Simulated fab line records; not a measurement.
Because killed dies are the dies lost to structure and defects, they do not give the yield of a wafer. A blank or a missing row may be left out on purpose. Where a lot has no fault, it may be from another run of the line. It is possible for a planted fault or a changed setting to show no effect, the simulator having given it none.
Which tool was responsible? | flow gf180mcu | at 1 step of a route of 602, 7 lots with 21 wafers sampled

== WHAT EACH GAUGE READ, for each wafer ==
GF_POLY_GATE_OVL_MEAS_11.
lot  | measured     | on         | POLY_GATE_OVL (nm)
L440 | day 9 18:36  | overlay-02 | 7 0 -1
L442 | day 10 06:35 | overlay-02 | -5 -4 -7
L447 | day 11 19:54 | overlay-01 | 5 -4 -4
L452 | day 13 07:56 | overlay-01 | -4 1 -6
L454 | day 14 00:30 | overlay-02 | -3 -2 -3
L458 | day 15 05:00 | overlay-01 | 4 7 7
L461 | day 16 00:31 | overlay-02 | 9 12 4

== WHICH TOOL RAN EACH LOT (tool, then ch and the chambers of the sampled wafers, then the start) ==
Before these readings, the record contains no process step.

== THE ANSWER, worked out from the rows above alone ==
Rule: the usual values come from the lots themselves. Put in order of their means at a reading, lots are off if they are a third of the lots or fewer, leave a main group of 4 or more, and stand apart from it by a gap of 3 or more times the standard deviation of the main group's means; of several such gaps the widest counts. The tables above print the reading to a certain number of digits; a main group whose means all agree to those digits is not used. A lot without any number at a reading at which 4 lots or more have one is off too. The other lots that the step has rows for count as sound.
None of the lots is off at any reading shown; this tells nothing.

== WHAT THE SIMULATOR HAD INSERTED ==
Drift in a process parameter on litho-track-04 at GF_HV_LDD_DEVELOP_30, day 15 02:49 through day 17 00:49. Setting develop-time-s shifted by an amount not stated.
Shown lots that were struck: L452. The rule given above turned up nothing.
